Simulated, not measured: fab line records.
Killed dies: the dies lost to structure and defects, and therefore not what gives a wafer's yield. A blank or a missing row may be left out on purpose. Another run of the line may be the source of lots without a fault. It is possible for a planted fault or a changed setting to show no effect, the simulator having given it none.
Matching of chambers + flow sky130 + 4 sister chambers for SKY_VIA4_ETCH_12 on rie-diel-01
The step etches SiO2 in C4F8/O2/Ar, stops on TiN, target depth 580 nm. 8 wafers are shown with their chamber, then 9 later ones without.

## WAFERS PAIRED WITH THEIR CHAMBERS
| wafer  | chamber | oes-product-au (a.u.) |
|--------|---------|-----------------------|
| L082.1 | 0       | 0.922                 |
| L082.6 | 3       | 0.911                 |
| L085.6 | 2       | 0.925                 |
| L084.2 | 0       | 0.929                 |
| L084.3 | 2       | 0.920                 |
| L086.2 | 1       | 0.930                 |
| L086.3 | 3       | 0.933                 |
| L086.6 | 1       | 0.926                 |

## WAFERS WITHOUT THEIR CHAMBER
| wafer  | oes-product-au (a.u.) |
|--------|-----------------------|
| L090.1 | 0.926                 |
| L090.3 | 0.926                 |
| L090.5 | 0.929                 |
| L092.2 | 0.925                 |
| L092.3 | 0.932                 |
| L092.6 | 0.920                 |
| L096.1 | 0.928                 |
| L096.3 | 0.928                 |
| L096.5 | 0.930                 |

## WHICH CHAMBER EACH ONE RAN IN
| wafer  | from the rows above               | in truth |
|--------|-----------------------------------|----------|
| L090.1 | can't be placed: 0 or 1 or 2 or 3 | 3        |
| L090.3 | can't be placed: 0 or 1 or 2 or 3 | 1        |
| L090.5 | can't be placed: 1 or 0 or 2 or 3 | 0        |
| L092.2 | can't be placed: 0 or 2 or 1 or 3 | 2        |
| L092.3 | can't be placed: 1 or 0 or 2 or 3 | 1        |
| L092.6 | can't be placed: 3 or 2 or 0 or 1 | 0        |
| L096.1 | can't be placed: 1 or 0 or 2 or 3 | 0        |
| L096.3 | can't be placed: 1 or 0 or 2 or 3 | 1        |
| L096.5 | can't be placed: 1 or 0 or 2 or 3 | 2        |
Placed correctly: 0 of 9. Not placeable from these rows: 9 (in 9, the candidates include the true chamber). Number placed wrongly: 0.
How it was worked out, from the rows above alone: a wafer's distance from a chamber is the root of the sum, over the readings, of the square of ((its reading less the chamber's mean) divided by the reading's scatter). The wafer belongs to the nearest chamber; if the next one is less than 2 further off, it can't be placed. For every chamber, the mean is computed from those of its wafers that are shown. How the scatter is found: for the shown wafers, subtract from each reading the mean of its chamber, square and add these, divide the total by (wafers less chambers), then take the root.
